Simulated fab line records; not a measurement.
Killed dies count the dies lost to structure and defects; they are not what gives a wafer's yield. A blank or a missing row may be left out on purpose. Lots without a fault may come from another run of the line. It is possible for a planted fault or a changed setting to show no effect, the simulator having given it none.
Check for tools in common || flow gf180mcu || Sample size 14 lots and 51 wafers

== WHAT PROMPTED THE OPENING ==
Of 14 lots, 3 have the reading HV_LDD_3_TW flagged at GF_HV_LDD_TW_MEAS_38. Wafers without a fault read 1444, standard deviation 6.3.
Rule: flag the lot when none of its wafers has a number, or when each of its wafers that has one lies beyond 4 standard deviations from that mean. All remaining lots are regarded as sound.

{"lot": "L610", "measured": "day 11 14:05", "on": "filmMetro-03", "HV_LDD_3_TW, wafer by wafer": "1446 1433 1440", "flag": ""}
{"lot": "L612", "measured": "day 12 10:08", "on": "filmMetro-04", "HV_LDD_3_TW, wafer by wafer": "1452 1440 1442", "flag": ""}
{"lot": "L613", "measured": "day 12 17:47", "on": "filmMetro-04", "HV_LDD_3_TW, wafer by wafer": "1449 1441 1443", "flag": ""}
{"lot": "L614", "measured": "day 13 05:16", "on": "filmMetro-04", "HV_LDD_3_TW, wafer by wafer": "1449 1447 1448", "flag": ""}
{"lot": "L616", "measured": "day 13 16:02", "on": "filmMetro-03", "HV_LDD_3_TW, wafer by wafer": "1434 1447 1444", "flag": ""}
{"lot": "L619", "measured": "day 14 09:00", "on": "filmMetro-01", "HV_LDD_3_TW, wafer by wafer": "1437 1438 1452", "flag": ""}
{"lot": "L620", "measured": "day 14 21:00", "on": "filmMetro-01", "HV_LDD_3_TW, wafer by wafer": "1441 1451 1447", "flag": ""}
{"lot": "L623", "measured": "day 15 19:33", "on": "filmMetro-01", "HV_LDD_3_TW, wafer by wafer": "1442 1441 1442", "flag": ""}
{"lot": "L624", "measured": "day 16 03:47", "on": "filmMetro-04", "HV_LDD_3_TW, wafer by wafer": "1442 1447 1443", "flag": ""}
{"lot": "L625", "measured": "day 16 10:10", "on": "filmMetro-04", "HV_LDD_3_TW, wafer by wafer": "1439 1443 1445", "flag": ""}
{"lot": "L626", "measured": "day 16 17:48", "on": "filmMetro-03", "HV_LDD_3_TW, wafer by wafer": "1444 1445 1442", "flag": ""}
{"lot": "L627", "measured": "day 17 06:08", "on": "filmMetro-01", "HV_LDD_3_TW, wafer by wafer": "1792 1782 1779 1788 1783 1787", "flag": "FLAGGED"}
{"lot": "L628", "measured": "day 17 14:01", "on": "filmMetro-03", "HV_LDD_3_TW, wafer by wafer": "1766 1757 1764 1764 1763 1773", "flag": "FLAGGED"}
{"lot": "L629", "measured": "day 17 19:08", "on": "filmMetro-03", "HV_LDD_3_TW, wafer by wafer": "1758 1771 1769 1767 1767 1771", "flag": "FLAGGED"}
On average the flagged lots' numbers are 1772, which is +328 against the usual, or +52 standard deviations.

== WHICH TOOL RAN EACH LOT ==
The record keeps 1 process step preceding the reading, out of 602 steps on the route. Every cell lists first the tool, next ch and the chambers used by the sampled wafers, and last the start.
{"lot": "L610", "flag": "", "GF_HV_LDD_IMPLANT_36": "implanter-01 ch 0, day 11 13:52"}
{"lot": "L612", "flag": "", "GF_HV_LDD_IMPLANT_36": "implanter-01 ch 0, day 12 09:53"}
{"lot": "L613", "flag": "", "GF_HV_LDD_IMPLANT_36": "implanter-02 ch 0, day 12 17:32"}
{"lot": "L614", "flag": "", "GF_HV_LDD_IMPLANT_36": "implanter-02 ch 0, day 13 05:02"}
{"lot": "L616", "flag": "", "GF_HV_LDD_IMPLANT_36": "implanter-04 ch 0, day 13 15:47"}
{"lot": "L619", "flag": "", "GF_HV_LDD_IMPLANT_36": "implanter-04 ch 0, day 14 08:46"}
{"lot": "L620", "flag": "", "GF_HV_LDD_IMPLANT_36": "implanter-01 ch 0, day 14 20:47"}
{"lot": "L623", "flag": "", "GF_HV_LDD_IMPLANT_36": "implanter-01 ch 0, day 15 19:19"}
{"lot": "L624", "flag": "", "GF_HV_LDD_IMPLANT_36": "implanter-04 ch 0, day 16 03:32"}
{"lot": "L625", "flag": "", "GF_HV_LDD_IMPLANT_36": "implanter-04 ch 0, day 16 09:55"}
{"lot": "L626", "flag": "", "GF_HV_LDD_IMPLANT_36": "implanter-01 ch 0, day 16 17:34"}
{"lot": "L627", "flag": "FLAGGED", "GF_HV_LDD_IMPLANT_36": "implanter-01 ch 0, day 17 05:55"}
{"lot": "L628", "flag": "FLAGGED", "GF_HV_LDD_IMPLANT_36": "implanter-01 ch 0, day 17 13:46"}
{"lot": "L629", "flag": "FLAGGED", "GF_HV_LDD_IMPLANT_36": "implanter-01 ch 0, day 17 18:55"}
These steps, and what they do:
- GF_HV_LDD_IMPLANT_36
- GF_HV_LDD_TW_MEAS_38

== FLAGGED OVER TOTAL, TOOL BY TOOL (the gauges that took the reading come last) ==
{"step": "GF_HV_LDD_IMPLANT_36", "tool": "implanter-01", "lots run": 8, "flagged": 3, "share of the flagged lots": "all", "sound lots run after its first flagged lot": 0}
{"step": "GF_HV_LDD_IMPLANT_36", "tool": "implanter-02", "lots run": 2, "flagged": 0, "share of the flagged lots": "none", "sound lots run after its first flagged lot": "-"}
{"step": "GF_HV_LDD_IMPLANT_36", "tool": "implanter-04", "lots run": 4, "flagged": 0, "share of the flagged lots": "none", "sound lots run after its first flagged lot": "-"}
{"step": "GF_HV_LDD_TW_MEAS_38", "tool": "filmMetro-01", "lots run": 4, "flagged": 1, "share of the flagged lots": "some", "sound lots run after its first flagged lot": 0}
{"step": "GF_HV_LDD_TW_MEAS_38", "tool": "filmMetro-03", "lots run": 5, "flagged": 2, "share of the flagged lots": "some", "sound lots run after its first flagged lot": 0}
{"step": "GF_HV_LDD_TW_MEAS_38", "tool": "filmMetro-04", "lots run": 5, "flagged": 0, "share of the flagged lots": "none", "sound lots run after its first flagged lot": "-"}

== WHAT THE TABLE PERMITS ==
All flagged lots share 1 row of the table, namely implanter-01 at GF_HV_LDD_IMPLANT_36.
- implanter-01 at GF_HV_LDD_IMPLANT_36 ran 8 lots, 3 of them flagged. Its last sound lot is L626 (day 16 17:34), its first flagged lot L627 (day 17 05:55): a fault that began between those two fits. Its own readings (doseIonsCm2, faradayCurrentUA) fall more than 4 standard deviations out on all wafers of the flagged lots.
Left over: one tool, implanter-01 at GF_HV_LDD_IMPLANT_36.

== WHAT THE SIMULATOR HAD PUT IN ==
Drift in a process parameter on implanter-01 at GF_HV_LDD_IMPLANT_36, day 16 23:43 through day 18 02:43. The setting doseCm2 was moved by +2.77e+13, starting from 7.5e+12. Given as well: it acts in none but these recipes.
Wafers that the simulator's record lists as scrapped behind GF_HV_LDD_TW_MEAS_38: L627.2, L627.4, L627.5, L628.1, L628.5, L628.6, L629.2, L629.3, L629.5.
Shown lots that were struck: L627, L628, L629. Same finding as the rule above.
